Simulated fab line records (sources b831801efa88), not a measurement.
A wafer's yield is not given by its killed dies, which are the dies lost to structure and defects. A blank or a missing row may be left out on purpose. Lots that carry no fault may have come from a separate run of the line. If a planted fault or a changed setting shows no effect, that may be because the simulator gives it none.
Which tool was responsible?	flow sky130	Sampling: 24 lots, 72 wafers, 5 of 708 route steps

## WHAT THE GAUGES SHOWED, per wafer
SKY_SPACER_THK_MEAS_01. Usual: SPACER_CVD_00_THK typically reads 42.8 nm, with standard deviation 0.44.
lot	measured	on	SPACER_CVD_00_THK (nm)	flag
L074	day 23 03:11	film_metro-02	43.8 43.5 43.7	
L075	day 23 15:43	film_metro-04	43.4 43.3 43.4	
L076	day 23 18:08	film_metro-04	42.8 42.9 43.1	
L077	day 24 08:11	film_metro-04	42.7 42.6 42.5	
L078	day 24 09:24	film_metro-04	43.0 42.6 42.8	
L079	day 24 17:53	film_metro-02	42.4 42.7 42.4	
L080	day 25 04:34	film_metro-04	42.5 42.1 42.3	
L081	day 25 11:16	film_metro-02	42.7 42.9 42.9	
L082	day 25 16:56	film_metro-02	42.8 42.9 42.9	
L083	day 26 06:53	film_metro-04	42.8 43.0 43.2	
L084	day 26 19:02	film_metro-04	43.6 43.5 43.6	
L085	day 26 22:57	film_metro-04	42.9 42.9 42.9	
L086	day 27 13:25	film_metro-02	42.2 42.3 42.1	
L087	day 27 22:18	film_metro-03	42.9 42.4 42.4	
L088	day 28 01:41	film_metro-03	42.4 42.3 42.4	
L091	day 28 17:18	film_metro-03	42.4 42.3 42.7	
L090	day 28 18:31	film_metro-03	42.9 43.3 43.3	
L089	day 28 18:31	film_metro-04	42.2 42.5 42.2	
L092	day 30 00:23	film_metro-03	43.0 42.7 43.4	
L093	day 30 02:32	film_metro-02	43.0 42.9 42.9	
L094	day 30 03:46	film_metro-02	42.5 42.5 42.4	
L095	day 30 04:58	film_metro-03	43.5 42.6 43.2	
L096	day 30 08:02	film_metro-03	42.9 42.8 42.8	
L097	day 30 13:43	film_metro-03	42.2 42.5 42.5	

SKY_CONTACT_THK_MEAS_03. Usual: CONTACT_HDPCVD_THK typically reads 585 nm, with standard deviation 5.8.
lot	measured	on	CONTACT_HDPCVD_THK (nm)	flag
L074	day 30 12:19	film_metro-01	588 587 586	
L075	day 30 22:10	film_metro-04	592 589 587	
L076	day 31 02:42	film_metro-02	584 580 586	
L077	day 31 12:40	film_metro-04	580 592 585	
L078	day 31 14:59	film_metro-01	585 580 581	
L079	day 31 22:22	film_metro-04	590 581 585	
L080	day 32 07:28	film_metro-02	585 588 589	
L081	day 32 14:22	film_metro-02	586 593 593	
L082	day 32 19:41	film_metro-02	579 579 583	
L083	day 33 07:01	film_metro-02	590 595 592	
L084	day 33 17:12	film_metro-04	593 599 582	
L085	day 33 23:13	film_metro-02	575 585 579	
L086	day 34 12:45	film_metro-02	581 583 581	
L087	day 34 18:47	film_metro-02	579 588 582	
L088	day 35 00:12	film_metro-02	589 584 588	
L091	day 35 17:26	film_metro-02	572 577 579	
L090	day 35 17:31	film_metro-02	590 594 596	
L089	day 35 19:14	film_metro-04	581 582 585	
L092	day 37 00:40	film_metro-04	586 582 586	
L093	day 37 01:02	film_metro-01	591 588 589	
L094	day 37 01:50	film_metro-01	580 582 579	
L095	day 37 02:13	film_metro-02	579 570 577	
L096	day 37 03:05	film_metro-02	590 590 586	
L097	day 37 11:38	film_metro-01	579 573 583	

SKY_CONTACT_BOW_MEAS_05. Usual: CONTACT_BOW typically reads 81 um, with standard deviation 6.4.
lot	measured	on	CONTACT_BOW (um)	flag
L074	day 30 12:41	film_metro-04	82 94 87	
L075	day 30 22:41	film_metro-01	81 88 84	
L076	day 31 03:05	film_metro-02	84 91 84	
L077	day 31 13:01	film_metro-04	87 82 74	
L078	day 31 15:21	film_metro-04	78 81 83	
L079	day 31 22:44	film_metro-04	91 82 84	
L080	day 32 07:51	film_metro-04	88 84 77	
L081	day 32 14:47	film_metro-01	83 77 79	
L082	day 32 20:02	film_metro-01	86 85 78	
L083	day 33 07:23	film_metro-04	87 88 77	
L084	day 33 17:34	film_metro-04	71 80 79	
L085	day 33 23:34	film_metro-04	88 67 73	
L086	day 34 13:07	film_metro-02	72 78 73	
L087	day 34 19:09	film_metro-04	66 85 93	
L088	day 35 00:36	film_metro-02	84 71 87	
L091	day 35 17:48	film_metro-01	89 75 72	
L090	day 35 18:04	film_metro-04	76 79 87	
L089	day 35 19:37	film_metro-04	75 80 72	
L092	day 37 01:03	film_metro-02	79 90 87	
L093	day 37 01:25	film_metro-02	84 70 82	
L094	day 37 02:14	film_metro-04	76 73 76	
L095	day 37 02:37	film_metro-01	86 85 90	
L096	day 37 03:26	film_metro-04	91 72 86	
L097	day 37 12:01	film_metro-04	79 73 84	

## WHAT TOOL EACH LOT RAN ON (gives the tool, then ch and the chambers of the sampled wafers, and finally the start)
lot	SKY_RES_XHIGH_STRIP_08	SKY_SD_N_STRIP_11
L074	plasma_asher-02 ch 0,1, day 26 21:34	plasma_asher-04 ch 0,1, day 28 00:31
L075	plasma_asher-02 ch 0,1, day 27 07:26	plasma_asher-02 ch 0,1, day 28 10:55
L076	plasma_asher-01 ch 0,1, day 27 10:50	plasma_asher-02 ch 0,1, day 28 14:55
L077	plasma_asher-01 ch 0,1, day 27 21:55	plasma_asher-01 ch 0, day 29 01:50
L078	plasma_asher-02 ch 0,1, day 27 22:49	plasma_asher-04 ch 0,1, day 29 03:35
L079	plasma_asher-01 ch 0,1, day 28 08:29	plasma_asher-04 ch 1, day 29 12:32
L080	plasma_asher-01 ch 0,1, day 28 16:49	plasma_asher-04 ch 0,1, day 29 21:13
L081	plasma_asher-01 ch 0,1, day 28 23:34	plasma_asher-01 ch 0, day 30 03:32
L082	plasma_asher-01 ch 0,1, day 29 04:07	plasma_asher-01 ch 0,1, day 30 08:23
L083	plasma_asher-02 ch 0,1, day 29 17:40	plasma_asher-01 ch 0,1, day 30 21:43
L084	plasma_asher-03 ch 0,1, day 30 04:47	plasma_asher-01 ch 1, day 31 07:58
L085	plasma_asher-03 ch 1, day 30 09:52	plasma_asher-02 ch 0,1, day 31 13:58
L086	plasma_asher-02 ch 0, day 31 02:05	plasma_asher-04 ch 0,1, day 32 04:46
L087	plasma_asher-02 ch 0,1, day 31 08:34	plasma_asher-01 ch 0,1, day 32 12:44
L088	plasma_asher-03 ch 0,1, day 31 13:26	plasma_asher-04 ch 0,1, day 32 16:47
L091	plasma_asher-02 ch 0,1, day 32 05:08	plasma_asher-04 ch 0,1, day 33 07:56
L090	plasma_asher-01 ch 0,1, day 32 06:35	plasma_asher-02 ch 0,1, day 33 09:05
L089	plasma_asher-01 ch 0,1, day 32 07:14	plasma_asher-01 ch 0,1, day 33 10:08
L092	plasma_asher-01 ch 0,1, day 33 12:49	plasma_asher-02 ch 1, day 34 15:23
L093	plasma_asher-03 ch 0,1, day 33 13:07	plasma_asher-02 ch 0,1, day 34 15:59
L094	plasma_asher-01 ch 0,1, day 33 13:27	plasma_asher-01 ch 0,1, day 34 16:07
L095	plasma_asher-02 ch 0,1, day 33 13:46	plasma_asher-01 ch 0,1, day 34 17:10
L096	plasma_asher-02 ch 0,1, day 33 16:28	plasma_asher-02 ch 0,1, day 34 18:02
L097	plasma_asher-02 ch 0,1, day 34 00:21	plasma_asher-04 ch 0,1, day 35 02:43
- SKY_RES_XHIGH_STRIP_08: strips in O2/N2.
- SKY_SD_N_STRIP_11: strips in O2/N2.

## AS READ BY THE TOOLS THEMSELVES (means over the sampled wafers that have a number; for cases with no such wafer, the mark the record gives instead)
SKY_RES_XHIGH_STRIP_08. Usual: drypump_motor_current_A 6.0 A, standard deviation 0.55; oes_product_au 0.711 a.u., standard deviation 0.0048; strip_time_to_endpoint_s 14.30 s, standard deviation 0.041.
lot	tool	drypump_motor_current_A (A)	oes_product_au (a.u.)	strip_time_to_endpoint_s (s)	flag
L074	plasma_asher-02	5.9	0.713	14.25	
L075	plasma_asher-02	6.3	0.713	14.29	
L076	plasma_asher-01	5.7	0.703	14.35	
L077	plasma_asher-01	6.1	0.711	14.35	
L078	plasma_asher-02	6.4	0.713	14.36	
L079	plasma_asher-01	6.1	0.712	14.29	
L080	plasma_asher-01	5.7	0.714	14.28	
L081	plasma_asher-01	6.1	0.719	14.28	
L082	plasma_asher-01	5.7	0.714	14.33	
L083	plasma_asher-02	6.4	0.709	14.29	
L084	plasma_asher-03	5.7	0.716	14.33	
L085	plasma_asher-03	5.5	0.715	14.35	
L086	plasma_asher-02	6.8	0.712	14.29	
L087	plasma_asher-02	6.4	0.711	14.29	
L088	plasma_asher-03	5.6	0.717	14.29	
L091	plasma_asher-02	5.9	0.711	14.33	
L090	plasma_asher-01	6.1	0.711	14.26	
L089	plasma_asher-01	5.7	0.710	14.29	
L092	plasma_asher-01	6.1	0.709	14.32	
L093	plasma_asher-03	5.7	0.709	14.29	
L094	plasma_asher-01	5.7	0.710	14.29	
L095	plasma_asher-02	6.4	0.709	14.22	
L096	plasma_asher-02	6.3	0.713	14.23	
L097	plasma_asher-02	5.9	0.712	14.25	

SKY_SD_N_STRIP_11. Usual: drypump_motor_current_A 6.1 A, standard deviation 0.53; oes_product_au 0.527 a.u., standard deviation 0.005; strip_time_to_endpoint_s 22.55 s, standard deviation 0.037.
lot	tool	drypump_motor_current_A (A)	oes_product_au (a.u.)	strip_time_to_endpoint_s (s)	flag
L074	plasma_asher-04	6.0	0.530	22.57	
L075	plasma_asher-02	5.9	0.528	22.57	
L076	plasma_asher-02	6.3	0.527	22.60	
L077	plasma_asher-01	5.4	0.527	22.53	
L078	plasma_asher-04	6.3	0.525	22.54	
L079	plasma_asher-04	5.8	0.529	22.54	
L080	plasma_asher-04	6.3	0.529	22.58	
L081	plasma_asher-01	5.4	0.523	22.56	
L082	plasma_asher-01	5.7	0.527	22.58	
L083	plasma_asher-01	5.7	0.526	22.53	
L084	plasma_asher-01	6.4	0.526	22.59	
L085	plasma_asher-02	5.9	0.523	22.57	
L086	plasma_asher-04	6.0	0.525	22.51	
L087	plasma_asher-01	5.7	0.529	22.51	
L088	plasma_asher-04	6.3	0.526	22.56	
L091	plasma_asher-04	6.3	0.530	22.55	
L090	plasma_asher-02	5.9	0.529	22.60	
L089	plasma_asher-01	5.7	0.531	22.49	
L092	plasma_asher-02	5.5	0.527	22.57	
L093	plasma_asher-02	6.4	0.526	22.52	
L094	plasma_asher-01	6.1	0.532	22.56	
L095	plasma_asher-01	6.1	0.527	22.55	
L096	plasma_asher-02	5.9	0.524	22.55	
L097	plasma_asher-04	6.0	0.528	22.54	

## THE ANSWER, worked out from the rows above alone
Rule: lot off if the mean of its wafers having a number is beyond 3 standard deviations from the usual mean. A lot without any number at a reading at which 4 lots or more have one is off too. Where the step has rows for the other lots, those lots are counted as sound. After the gauges, taken in route order, come the tools' own readings; for these a lot's mean is taken, as printed above. At the first step where some lot is off, the reading lying furthest off is the one used; lots without a number count as furthest.
No lot is off at any reading shown: from this, nothing can be told.

## WHAT THE SIMULATOR HAD INSERTED
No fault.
